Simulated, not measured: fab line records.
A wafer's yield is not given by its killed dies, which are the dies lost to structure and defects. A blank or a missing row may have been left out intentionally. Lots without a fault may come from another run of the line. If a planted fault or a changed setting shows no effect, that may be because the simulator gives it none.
Which of the tools did it? ; flow gf180mcu ; Sampling: 6 lots, 18 wafers, 2 of 602 route steps

WHAT THE GAUGES SHOWED, per wafer
GF_PSD_CD_MEAS_07: target cd 400 nm.
lot;measured;on;cd_nm (nm)
L886;day 14 14:45;cd_sem-01;402.7 401.6 402.2
L889;day 15 15:28;cd_sem-01;400.5 402.3 401.2
L891;day 16 08:35;cd_sem-01;397.4 396.7 397.8
L894;day 17 07:20;cd_sem-01;402.1 400.6 397.9
L896;day 18 07:58;cd_sem-01;400.6 401.3 402.1
L907;day 21 20:44;cd_sem-02;405.9 404.2 405.3

WHAT TOOL EACH LOT RAN ON (gives the tool, then ch and the chambers of the sampled wafers, and finally the start)
lot;GF_PSD_EXPOSE_04
L886;iline_stepper-02 ch 0, day 14 04:53
L889;iline_stepper-01 ch 0, day 15 04:53
L891;iline_stepper-02 ch 0, day 15 21:41
L894;iline_stepper-01 ch 0, day 16 19:57
L896;iline_stepper-01 ch 0, day 17 19:58
L907;iline_stepper-01 ch 0, day 21 09:15
- GF_PSD_EXPOSE_04: exposes mask Pplus, target cd 400 nm.

THE ANSWER, worked out from the rows above alone
Rule: usual is defined by the lots themselves. The widest of any qualifying gaps counts: lots, ordered by their means at a reading, are off when they make up no more than a third of the lots, leave a main group of 4 or more, and stand apart from it by 3 or more times the standard deviation of that group's means. If all means in a main group match to the digits the tables above print for the reading, that group is not used. Also off: a lot with no number at a reading for which 4 or more lots have one. Any other lot the step has rows for is counted as sound.
None of the lots is off at any reading shown; this tells nothing.

WHAT HAD BEEN PUT IN BY THE SIMULATOR
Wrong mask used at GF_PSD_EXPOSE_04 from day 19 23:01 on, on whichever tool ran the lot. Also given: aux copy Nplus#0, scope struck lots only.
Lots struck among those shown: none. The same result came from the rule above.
